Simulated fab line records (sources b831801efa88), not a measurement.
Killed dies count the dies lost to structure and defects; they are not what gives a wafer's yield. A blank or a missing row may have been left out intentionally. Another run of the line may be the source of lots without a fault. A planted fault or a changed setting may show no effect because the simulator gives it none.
fab line records + flow sky130
record
- lots=6
- wafers=18
- lastDay=49
route steps=708 shown VIA4@644 PAD_OPEN@708
lots with no fault: from the same line, run without faults
startH: start of the lot's first displayed wafer, in hours after the record's first day + waitH: time in hours since the lot's previous step + " unchanged from the row above + L1.1+2: a row that stands for several wafers + - no value present, or no start provided + * or withheld: withheld + < > ~ a bound
route shown NAME@n: a module of which the file shows steps, and the number in the route of the first + usual: the fault-free wafers' mean and standard deviation + same: alike in all rows + chamber/n: place in a boat + sites: each site's reading + _std_site: the values' standard deviation + _edge_site: outer sites' mean less inner sites' + radiusMm: how far each site lies from the wafer's centre + mask NAME#n: copy n + behind: the tool/chamber that last shaped the wafer + hold: cause of the lot's hold/its duration in hours/its outcome + device: transistor that didn't switch, given as n, p or np + end of line: the route-end tests of the same wafers + step lacking rows: just its recipe + killed: at the first sort, the dies lost to defects and structure; wafer yield is something else + map: dies across one wafer; x = killed, . = not, _ = none there
set.NAME: the setting as run; set.NAME@STEP: as run at that earlier step + model.NAME: the simulator's own value behind a step, which no gauge read
lots at selected steps of the route; one table per step, one row per wafer
services: a tool's chamber out of use, with start hour (startH, from the record's first day; less than 0 if before it), hours out, and reason
## steps
# step SKY_VIA4_HMDS_05
# recipe
- primeTimeS=60
- primeTempC=120
# step SKY_VIA4_COAT_06
# recipe
- resist=NOVOLAK
- spinRpm=3000
- resistThkNm=1140
# step SKY_VIA4_SOFTBAKE_07
# recipe
- tempC=90
- timeS=60
- resist=NOVOLAK
# step SKY_VIA4_EXPOSE_08
# recipe
- maskId=VIM4
- na=0.6
- sourceShape=conventional
- sigmaOuter=0.6
- polarization=unpolarized
- targetCdNm=800
- doseMj=132
# step SKY_VIA4_PEB_09
# recipe
- tempC=withheld
- timeS=*
- resist=NOVOLAK
# step SKY_VIA4_DEVELOP_10
# recipe
- resist=NOVOLAK
- developer=TMAH
- developTimeS=60
- devTempC=23
# step SKY_VIA4_OVL_MEAS_11
# usual
- VIA4_OVL=-0.7/1.5
| lot.wafer | tool       | chamber | startH  | waitH | VIA4_OVL[nm] |
|-----------|------------|---------|---------|-------|--------------|
| L638.2    | overlay-01 | -       | 998.71  | 0.1   | -1.0         |
| L638.4    | "          | -       | "       | "     | 0.7          |
| L638.5    | "          | -       | "       | "     | -2.7         |
| L641.1    | overlay-01 | -       | 1023.07 | 0.1   | 0.5          |
| L641.3    | "          | -       | "       | "     | -0.1         |
| L641.5    | "          | -       | "       | "     | -0.6         |
| L647.3    | overlay-02 | -       | 1063.41 | 0.1   | -0.9         |
| L647.4    | "          | -       | "       | "     | -0.5         |
| L647.5    | "          | -       | "       | "     | 0.3          |
| L648.4    | overlay-01 | -       | 1069.82 | 0.1   | -0.3         |
| L648.5    | "          | -       | "       | "     | -0.5         |
| L648.6    | "          | -       | "       | "     | -0.4         |
| L655.1    | overlay-02 | -       | 1123.44 | 0.1   | -0.5         |
| L655.4    | "          | -       | "       | "     | -0.7         |
| L655.6    | "          | -       | "       | "     | -0.6         |
| L657.1    | overlay-02 | -       | 1128.24 | 0.1   | -0.3         |
| L657.3    | "          | -       | "       | "     | -1.1         |
| L657.4    | "          | -       | "       | "     | -1.3         |
# step SKY_VIA4_ETCH_12
# recipe
- target=SiO2
- chemistry=C4F8/O2/Ar
- stopOn=TiN
- maskMaterial=NOVOLAK
- sourceW=1500
- biasW=1200
- pressureMtorr=40
- c4f8FlowSccm=withheld
- O2_flow_sccm=6
- Ar_flow_sccm=300
- timeS=withheld
- targetDepthA=5800
# usual
- oesProductAu=0.926/0.0053
| lot.wafer | tool       | chamber | startH  | waitH | oesProductAu |
|-----------|------------|---------|---------|-------|--------------|
| L638.2    | rieDiel-04 | 0       | 998.74  | 0.0   | 0.922        |
| L638.4    | "          | 2       | "       | "     | 0.923        |
| L638.5    | "          | 2       | "       | "     | 0.918        |
| L641.1    | rieDiel-03 | 3       | 1023.11 | 0.0   | 0.927        |
| L641.3    | "          | 2       | "       | "     | 0.928        |
| L641.5    | "          | 3       | "       | "     | 0.930        |
| L647.3    | rieDiel-02 | 1       | 1063.44 | 0.0   | 0.924        |
| L647.4    | "          | 2       | "       | "     | 0.928        |
| L647.5    | "          | 0       | "       | "     | 0.928        |
| L648.4    | rieDiel-04 | 0       | 1069.87 | 0.0   | 0.924        |
| L648.5    | "          | 3       | "       | "     | 0.928        |
| L648.6    | "          | 2       | "       | "     | 0.914        |
| L655.1    | rieDiel-02 | 3       | 1123.48 | 0.0   | 0.924        |
| L655.4    | "          | 1       | "       | "     | 0.918        |
| L655.6    | "          | 2       | "       | "     | 0.937        |
| L657.1    | rieDiel-04 | 2       | 1128.28 | 0.0   | 0.920        |
| L657.3    | "          | 1       | "       | "     | 0.918        |
| L657.4    | "          | 3       | "       | "     | 0.927        |
# step SKY_VIA4_STRIP_13
# recipe
- chemistry=O2/N2
- powerW=1400
- pressureMtorr=1500
- platenTempC=withheld
- o2FlowSccm=3000
- n2FlowSccm=300
- overashFraction=0.5
# usual
- drypumpMotorCurrentA=5.78/0.3
- oesProductAu=0.710/0.0044
- stripTimeToEndpointS=12.799/0.029
| lot.wafer | tool           | chamber | startH  | waitH | drypumpMotorCurrentA | oesProductAu | rfHoursCounterH | stripTimeToEndpointS |
|-----------|----------------|---------|---------|-------|----------------------|--------------|-----------------|----------------------|
| L638.2    | plasmaAsher-04 | 0       | 998.81  | -     | 6.14                 | 0.712        | 55              | 12.784               |
| L638.4    | "              | 1       | "       | "     | 5.51                 | 0.702        | -               | 12.762               |
| L638.5    | "              | 1       | "       | "     | 5.53                 | 0.716        | -               | 12.802               |
| L641.1    | plasmaAsher-04 | 0       | 1023.18 | -     | 6.16                 | 0.709        | 58              | 12.807               |
| L641.3    | "              | 1       | "       | "     | 5.53                 | 0.714        | -               | 12.798               |
| L641.5    | "              | 0       | "       | "     | 6.14                 | 0.709        | -               | 12.806               |
| L647.3    | plasmaAsher-01 | 1       | 1063.54 | -     | 5.55                 | 0.707        | -               | 12.748               |
| L647.4    | "              | 0       | "       | "     | 6.13                 | 0.708        | -               | 12.787               |
| L647.5    | "              | 0       | "       | "     | 6.11                 | 0.706        | -               | 12.797               |
| L648.4    | plasmaAsher-03 | 1       | 1069.94 | -     | 5.42                 | 0.703        | -               | 12.824               |
| L648.5    | "              | 0       | "       | "     | 5.98                 | 0.710        | -               | 12.775               |
| L648.6    | "              | 1       | "       | "     | 5.43                 | 0.710        | -               | 12.814               |
| L655.1    | plasmaAsher-01 | 1       | 1123.55 | -     | 5.57                 | 0.715        | 101             | 12.818               |
| L655.4    | "              | 0       | "       | "     | 6.14                 | 0.712        | -               | 12.740               |
| L655.6    | "              | 1       | "       | "     | 5.55                 | 0.709        | -               | 12.780               |
| L657.1    | plasmaAsher-03 | 1       | 1128.35 | -     | 5.41                 | 0.708        | 37              | 12.741               |
| L657.3    | "              | 1       | "       | "     | 5.42                 | 0.704        | -               | 12.813               |
| L657.4    | "              | 0       | "       | "     | 5.99                 | 0.707        | -               | 12.775               |
# step SKY_VIA4_STRIP_14
# recipe
- chemistry=postEtchResidueRemover
- timeS=1200
- tempC=72.5
# step SKY_VIA4_CLEAN_15
# recipe
- chemistry=IPA
- timeS=180
- tempC=25
# step SKY_VIA4_CLEAN_16
# recipe
- chemistry=O3/DIW
- dry=n2Spin
# step SKY_VIA4_SPUTTER_17
# recipe
- material=TiN
- targetThkNm=20
- chamberPressurePa=5
- powerW=4000
- timeS=80
# usual
- chamberPressurePa=5.000/0.0099
- throttleValvePct=30.0/1.1
| lot.wafer | tool          | chamber | startH  | waitH | chamberPressurePa | throttleValvePct | model.TiN_of_VIA4_SPUTTER_17.thkNm |
|-----------|---------------|---------|---------|-------|-------------------|------------------|------------------------------------|
| L638.2    | pvdSputter-01 | -       | 999.41  | 0.0   | 5.007             | 29.8             | 20.51                              |
| L638.4    | "             | -       | "       | "     | 5.011             | 31.0             | 20.1                               |
| L638.5    | "             | -       | "       | "     | 5.013             | 29.7             | 19.89                              |
| L641.1    | pvdSputter-04 | -       | 1023.77 | 0.0   | 4.995             | 27.5             | 19.83                              |
| L641.3    | "             | -       | "       | "     | 5.013             | 30.1             | 19.56                              |
| L641.5    | "             | -       | "       | "     | 5.012             | 27.5             | 19.9                               |
| L647.3    | pvdSputter-01 | -       | 1064.14 | 0.0   | 4.996             | 29.6             | 35.55                              |
| L647.4    | "             | -       | "       | "     | 5.015             | 29.7             | 35.79                              |
| L647.5    | "             | -       | "       | "     | 5.004             | 31.3             | 35.6                               |
| L648.4    | pvdSputter-01 | -       | 1070.57 | 0.0   | 4.999             | 31.0             | 35.27                              |
| L648.5    | "             | -       | "       | "     | 5.001             | 31.3             | 35.4                               |
| L648.6    | "             | -       | "       | "     | 5.009             | 31.2             | 35.29                              |
| L655.1    | pvdSputter-04 | -       | 1124.15 | 0.0   | 4.999             | 30.3             | 19.56                              |
| L655.4    | "             | -       | "       | "     | 5.021             | 27.6             | 19.73                              |
| L655.6    | "             | -       | "       | "     | 5.008             | 29.8             | 20.06                              |
| L657.1    | pvdSputter-04 | -       | 1128.94 | 0.0   | 5.011             | 29.7             | 20.15                              |
| L657.3    | "             | -       | "       | "     | 5.001             | 30.2             | 20.08                              |
| L657.4    | "             | -       | "       | "     | 4.988             | 29.6             | 20.22                              |
# step SKY_VIA4_CVD_18
# recipe
- material=W
- targetThkNm=505
- timeS=152.14
- tempC=400
- pressureTorr=40
# usual
- heaterPowerW=843/56
# same
- timeS=152.14
| lot.wafer | tool    | chamber | startH  | waitH | heaterPowerW |
|-----------|---------|---------|---------|-------|--------------|
| L638.2    | cvdW-02 | 1       | 999.47  | 0.0   | 837          |
| L638.4    | "       | 1       | "       | "     | 875          |
| L638.5    | "       | 1       | "       | "     | 850          |
| L641.1    | cvdW-02 | 1       | 1023.83 | 0.0   | 848          |
| L641.3    | "       | 1       | "       | "     | 864          |
| L641.5    | "       | 0       | "       | "     | 760          |
| L647.3    | cvdW-01 | 1       | 1064.25 | 0.1   | 896          |
| L647.4    | "       | 0       | "       | "     | 885          |
| L647.5    | "       | 1       | "       | "     | 897          |
| L648.4    | cvdW-02 | 1       | 1070.68 | 0.1   | 835          |
| L648.5    | "       | 1       | "       | "     | 852          |
| L648.6    | "       | 0       | "       | "     | 761          |
| L655.1    | cvdW-01 | 0       | 1124.21 | 0.0   | 860          |
| L655.4    | "       | 0       | "       | "     | 875          |
| L655.6    | "       | 0       | "       | "     | 854          |
| L657.1    | cvdW-02 | 1       | 1129.01 | 0.0   | 856          |
| L657.3    | "       | 1       | "       | "     | 843          |
| L657.4    | "       | 0       | "       | "     | 748          |
# step SKY_PAD_OPEN_PROBE_99
# usual
- defectLimitedYield=82.6/2
- killed_at_M0_to_M3=44/7.3
- killed_at_M4_up=3.1/1.6
- killedAtContacts=24/5.4
- killedAtFrontEnd=15/4
- killedAtOther=0.2/0.49
- killedDies=86/10
- killedOpen=48/7.3
- killedShort=38/6.3
- sort_bin_3_pad_short=0.8/0.45
- sort_bin_5_function=10.3/1.5
- sort_bin_6_memory=6.3/1.2
- sortNPass=406/10
- sortYieldPct=82.6/2
# same
- grossDies=492
- killedAtBackSide=0
- sort_bin_4_leakage[%]=0
- sort_bin_8_speed[%]=0
| lot.wafer | tool      | chamber | startH  | waitH | defectLimitedYield[%] | killed_at_M0_to_M3 | killed_at_M4_up | killedAtContacts | killedAtFrontEnd | killedAtOther | killedDies | killedOpen | killedShort | sort_bin_3_pad_short[%] | sort_bin_5_function[%] | sort_bin_6_memory[%] | sortNPass | sortYieldPct[%] |
|-----------|-----------|---------|---------|-------|-----------------------|--------------------|-----------------|------------------|------------------|---------------|------------|------------|-------------|-------------------------|------------------------|----------------------|-----------|-----------------|
| L638.2    | prober-02 | -       | 1069.38 | 0.1   | 83.7                  | 39                 | 3               | 23               | 15               | 0             | 80         | 48         | 32          | 0.8                     | 10.0                   | 5.5                  | 412       | 83.7            |
| L638.4    | prober-02 | -       | 1069.48 | 0.2   | 83.3                  | 49                 | 1               | 25               | 7                | 0             | 82         | 43         | 39          | 1.8                     | 9.8                    | 5.1                  | 410       | 83.3            |
| L638.5    | prober-02 | -       | 1069.53 | 0.2   | 83.9                  | 40                 | 3               | 20               | 16               | 0             | 79         | 44         | 35          | 1.0                     | 10.0                   | 5.1                  | 413       | 83.9            |
# killed by level:class
L638.2 LI_CONTACT:geometricParticle:open=9 VIA1:geometricParticle:open=9 CONTACT:geometricParticle:open=6 METAL1:geometricParticle:short=6 VIA3:geometricParticle:open=6 FIELD_ISO:geometricParticle:open=5 VIA2:geometricParticle:open=5 FIELD_ISO:geometricParticle:short=4
L638.4 CONTACT:geometricParticle:open=11 VIA1:geometricParticle:open=8 VIA3:geometricParticle:open=8 METAL2:geometricParticle:short=8 VIA1:geometricParticle:short=7 VIA2:geometricParticle:open=7 CONTACT:geometricParticle:short=6 LI_CONTACT:geometricParticle:open=5
L638.5 VIA1:geometricParticle:open=13 CONTACT:geometricParticle:open=9 VIA2:geometricParticle:open=6 FIELD_ISO:geometricParticle:short=5 VIA3:geometricParticle:open=5 LOCAL_INTERCONNECT:geometricParticle:short=4 VIA2:geometricParticle:short=4 LI_CONTACT:geometricParticle:open=3
## services
| tool           | chamber | startH  | hours | kind                  |
|----------------|---------|---------|-------|-----------------------|
| plasmaAsher-04 | -       | 976.03  | 2.8   | pm                    |
| plasmaAsher-04 | -       | 991.46  | 1.3   | repair                |
| plasmaAsher-03 | -       | 1003.45 | 2.8   | pm                    |
| pvdSputter-01  | 1       | 1018.72 | -     | consumableReplace:kit |
| pvdSputter-01  | 1       | 1018.72 | 18.0  | scheduledDown         |
| pvdSputter-01  | 1       | 1018.72 | 18.0  | ventCycle             |
| plasmaAsher-03 | -       | 1035.15 | 7.0   | repair                |
| pvdSputter-04  | -       | 1055.98 | 5.3   | repair                |
| plasmaAsher-04 | -       | 1059.84 | 15.6  | pm                    |
| rieDiel-04     | 1       | 1064.42 | 10.2  | repair                |
| pvdSputter-04  | 3       | 1069.07 | -     | consumableReplace:kit |
| pvdSputter-04  | 3       | 1069.07 | 18.0  | scheduledDown         |
| pvdSputter-04  | 3       | 1069.07 | 18.0  | ventCycle             |
| rieDiel-04     | 0       | 1079.40 | 3.8   | repair                |
| cvdW-01        | -       | 1083.38 | 0.7   | repair                |
| pvdSputter-04  | -       | 1091.96 | 14.1  | repair                |
| rieDiel-03     | 3       | 1110.49 | -     | clean                 |
| rieDiel-03     | 3       | 1110.49 | 22.9  | scheduledDown         |
| rieDiel-03     | 3       | 1110.49 | 22.9  | ventCycle             |
## key
firstSign none at tools or gauges
modelEffect
- step=SKY_VIA4_SPUTTER_17
- value=TiN_of_VIA4_SPUTTER_17.thkNm
- without=19.95
- struck=35.48
metAt SKY_VIA4_SPUTTER_17
struckWafers L647.3,L647.4,L647.5,L648.4,L648.5,L648.6
onsetBetween 999.41 1064.14
fault
- kind=processParameterDrift
- tool=pvdSputter-01
- chamber=-
- onsetH=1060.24
- steps=SKY_VIA4_SPUTTER_17
- channel=targetThkNm
- offset=15.535
- shape=step
- endH=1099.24
- actsIn=theseRecipesOnly
- stated=20
